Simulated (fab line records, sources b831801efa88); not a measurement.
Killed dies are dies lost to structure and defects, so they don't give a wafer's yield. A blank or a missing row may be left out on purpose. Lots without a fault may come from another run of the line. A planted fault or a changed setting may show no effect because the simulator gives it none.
Chamber matching | flow gf180mcu | GF_V5_CMP_26 on cmp-01: 4 sister chambers
The step polishes, stops on SiO2, t overpolish 15 s, target thk 0 nm. 4 wafers are shown with their chamber, then 7 later ones without.

WAFERS WITH THEIR CHAMBER
wafer  | chamber | motor_current_A (A)
L657.2 | 3       | 8.7
L659.3 | 0       | 11.7
L660.1 | 1       | 11.8
L660.5 | 2       | 9.4

WAFERS WITHOUT THEIR CHAMBER
wafer  | motor_current_A (A)
L660.6 | 12.1
L669.3 | 12.2
L669.4 | 8.2
L669.5 | 9.2
L672.3 | 9.1
L672.5 | 11.1
L672.6 | 8.7

WHICH CHAMBER EACH WENT THROUGH
wafer  | from the rows above     | in truth
L660.6 | can't be placed: 1 or 0 | 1
L669.3 | can't be placed: 1 or 0 | 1
L669.4 | can't be placed: 3 or 2 | 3
L669.5 | can't be placed: 2 or 3 | 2
L672.3 | can't be placed: 2 or 3 | 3
L672.5 | can't be placed: 0 or 1 | 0
L672.6 | can't be placed: 3 or 2 | 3
Placed correctly: 0 of 7. Can't be placed from these rows: 7 (the true chamber is among the candidates in 7). Placed wrongly: 0.
How it was worked out, from the rows above alone: a wafer's distance from a chamber is the root of the sum, over the readings, of the square of ((its reading less the chamber's mean) divided by the reading's scatter). The wafer belongs to the nearest chamber; if the next one is less than 2 further off, it can't be placed. A chamber's mean is the mean of its shown wafers. The scatter: with one shown wafer a chamber, the root of the mean of the squares of how far each hidden wafer lies from its nearest shown one.
